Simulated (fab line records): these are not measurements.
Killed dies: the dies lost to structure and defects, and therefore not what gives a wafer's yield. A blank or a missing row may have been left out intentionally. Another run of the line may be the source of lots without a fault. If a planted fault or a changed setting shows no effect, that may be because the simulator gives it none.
What tool caused it? :: flow gf180mcu :: 35 wafers from 12 lots sampled at 3 of the route's 602 steps

WHAT THE GAUGES READ, wafer by wafer
GF_M1_CD_MEAS_14: target cd 230 nm. Usual: 230.5 nm for cd-nm, sd 1.3.
lot: L941
measured: day 16 17:07
on: cd-sem-01
cd-nm (nm): 231.0 230.7 230.1
flag: 

lot: L942
measured: day 17 04:40
on: cd-sem-02
cd-nm (nm): 232.3 231.0 232.1
flag: 

lot: L943
measured: day 18 15:52
on: cd-sem-01
cd-nm (nm): 231.8 230.7 230.0
flag: 

lot: L944
measured: day 18 22:25
on: cd-sem-01
cd-nm (nm): 231.1 229.4 231.2
flag: 

lot: L946
measured: day 18 23:38
on: cd-sem-02
cd-nm (nm): 228.0 227.9 227.9
flag: 

lot: L947
measured: day 19 08:31
on: cd-sem-02
cd-nm (nm): 229.1 227.6 228.5
flag: 

lot: L951
measured: day 21 05:31
on: cd-sem-01
cd-nm (nm): 230.2 229.9 230.2
flag: 

lot: L953
measured: day 21 13:19
on: cd-sem-01
cd-nm (nm): 232.1 230.8 230.9
flag: 

lot: L954
measured: day 21 23:20
on: cd-sem-01
cd-nm (nm): 232.8 232.4 230.9
flag: 

lot: L955
measured: day 22 15:53
on: cd-sem-02
cd-nm (nm): 229.2 229.0
flag: 

lot: L958
measured: day 23 08:05
on: cd-sem-01
cd-nm (nm): 230.5 230.7 231.3
flag: 

lot: L964
measured: day 25 06:36
on: cd-sem-02
cd-nm (nm): 230.8 232.0 231.6
flag: 

GF_V2_THK_MEAS_01. Usual: V2_CVD_00_THK 600 nm, standard deviation 6.7.
lot: L941
measured: day 18 17:35
on: film-metro-03
V2_CVD_00_THK (nm): 600 599 601
flag: 

lot: L942
measured: day 19 06:17
on: film-metro-04
V2_CVD_00_THK (nm): 606 608 604
flag: 

lot: L943
measured: day 20 19:40
on: film-metro-04
V2_CVD_00_THK (nm): 597 601 592
flag: 

lot: L944
measured: day 21 01:46
on: film-metro-01
V2_CVD_00_THK (nm): 596 597 591
flag: 

lot: L946
measured: day 21 02:14
on: film-metro-04
V2_CVD_00_THK (nm): 614 605 613
flag: 

lot: L947
measured: day 21 12:07
on: film-metro-04
V2_CVD_00_THK (nm): 596 598 587
flag: 

lot: L951
measured: day 23 08:35
on: film-metro-03
V2_CVD_00_THK (nm): 588 589 603
flag: 

lot: L953
measured: day 23 15:37
on: film-metro-04
V2_CVD_00_THK (nm): 606 599 604
flag: 

lot: L954
measured: day 24 00:45
on: film-metro-03
V2_CVD_00_THK (nm): 594 601 598
flag: 

lot: L955
measured: day 24 16:13
on: film-metro-01
V2_CVD_00_THK (nm): 597 475 596 475
flag: OFF

lot: L958
measured: day 25 08:40
on: film-metro-01
V2_CVD_00_THK (nm): 599 478 605 599 479 605
flag: OFF

lot: L964
measured: day 27 03:45
on: film-metro-04
V2_CVD_00_THK (nm): 604 596 600
flag: 

WHICH TOOL RAN EACH LOT (tool, then ch and the chambers of the sampled wafers, then the start)
lot: L941
GF_V2_CVD_00: hdpcvd-02 ch 0,1, day 18 17:31

lot: L942
GF_V2_CVD_00: hdpcvd-02 ch 0,2, day 19 06:12

lot: L943
GF_V2_CVD_00: hdpcvd-01 ch 0,1,2, day 20 19:35

lot: L944
GF_V2_CVD_00: hdpcvd-02 ch 0,1,2, day 21 01:42

lot: L946
GF_V2_CVD_00: hdpcvd-01 ch 0,2, day 21 02:10

lot: L947
GF_V2_CVD_00: hdpcvd-02 ch 0,1,2, day 21 12:03

lot: L951
GF_V2_CVD_00: hdpcvd-01 ch 0,1,2, day 23 08:31

lot: L953
GF_V2_CVD_00: hdpcvd-02 ch 0,1, day 23 15:32

lot: L954
GF_V2_CVD_00: hdpcvd-02 ch 0,1,2, day 24 00:40

lot: L955
GF_V2_CVD_00: hdpcvd-02 ch 1,2, day 24 16:08

lot: L958
GF_V2_CVD_00: hdpcvd-02 ch 0,1,2, day 25 08:35

lot: L964
GF_V2_CVD_00: hdpcvd-01 ch 0,1, day 27 03:41
- GF_V2_CVD_00: deposits SiO2, target thk 600 nm, time 100 s.

AS READ BY THE TOOLS THEMSELVES (means over the sampled wafers that have a number; for cases with no such wafer, the mark the record gives instead)
GF_V2_CVD_00. Usual: 60.00 sccm for sih4-flow-sccm, sd 0.16.
lot: L941
tool: hdpcvd-02
sih4-flow-sccm (sccm): 60.00
flag: 

lot: L942
tool: hdpcvd-02
sih4-flow-sccm (sccm): 59.84
flag: 

lot: L943
tool: hdpcvd-01
sih4-flow-sccm (sccm): 59.89
flag: 

lot: L944
tool: hdpcvd-02
sih4-flow-sccm (sccm): 59.97
flag: 

lot: L946
tool: hdpcvd-01
sih4-flow-sccm (sccm): 59.98
flag: 

lot: L947
tool: hdpcvd-02
sih4-flow-sccm (sccm): 60.16
flag: 

lot: L951
tool: hdpcvd-01
sih4-flow-sccm (sccm): 59.90
flag: 

lot: L953
tool: hdpcvd-02
sih4-flow-sccm (sccm): 60.01
flag: 

lot: L954
tool: hdpcvd-02
sih4-flow-sccm (sccm): 60.08
flag: 

lot: L955
tool: hdpcvd-02
sih4-flow-sccm (sccm): 53.79
flag: OFF

lot: L958
tool: hdpcvd-02
sih4-flow-sccm (sccm): 55.92
flag: OFF

lot: L964
tool: hdpcvd-01
sih4-flow-sccm (sccm): 60.02
flag: 

THE ANSWER, worked out from the rows above alone
Rule: a lot counts as off when the mean over its wafers that have a number is more than 3 standard deviations away from the usual mean. A lot without any number at a reading at which 4 lots or more have one is off too. All remaining lots with rows at the step are treated as sound. First the gauges in route order, then the tools' own readings, where a lot's mean is used as printed above. The first step at which some lot is off is used, and at that step the reading that is off furthest; a lot without a number counts as furthest.
Off: at GF_V2_THK_MEAS_01 (V2_CVD_00_THK), L955, L958.
A tool fits if, at a process step before that reading, it ran every lot that is off, and no sound lot after the first of them. Not tried: the gauges at GF_V2_THK_MEAS_01; whatever is off there is also off at GF_V2_CVD_00, on other tools, and gauge error can't account for it. One candidate fits, namely hdpcvd-02 at GF_V2_CVD_00. A fault onset in the window from L954 (day 24 00:40, its last sound lot) to L955 (day 24 16:08, its first lot off) fits.
The tool's own readings at GF_V2_CVD_00 bear it out: on the lots that are off they differ by more than 5 times the standard deviation of the sound lots' means. sih4-flow-sccm reads 54.86 sccm there against 59.98 sccm on the sound lots.

WHAT HAD BEEN PUT IN BY THE SIMULATOR
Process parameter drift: hdpcvd-02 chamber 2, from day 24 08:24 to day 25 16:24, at GF_V2_CVD_00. Setting sih4-flow-sccm, moved by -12, from 60. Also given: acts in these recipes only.
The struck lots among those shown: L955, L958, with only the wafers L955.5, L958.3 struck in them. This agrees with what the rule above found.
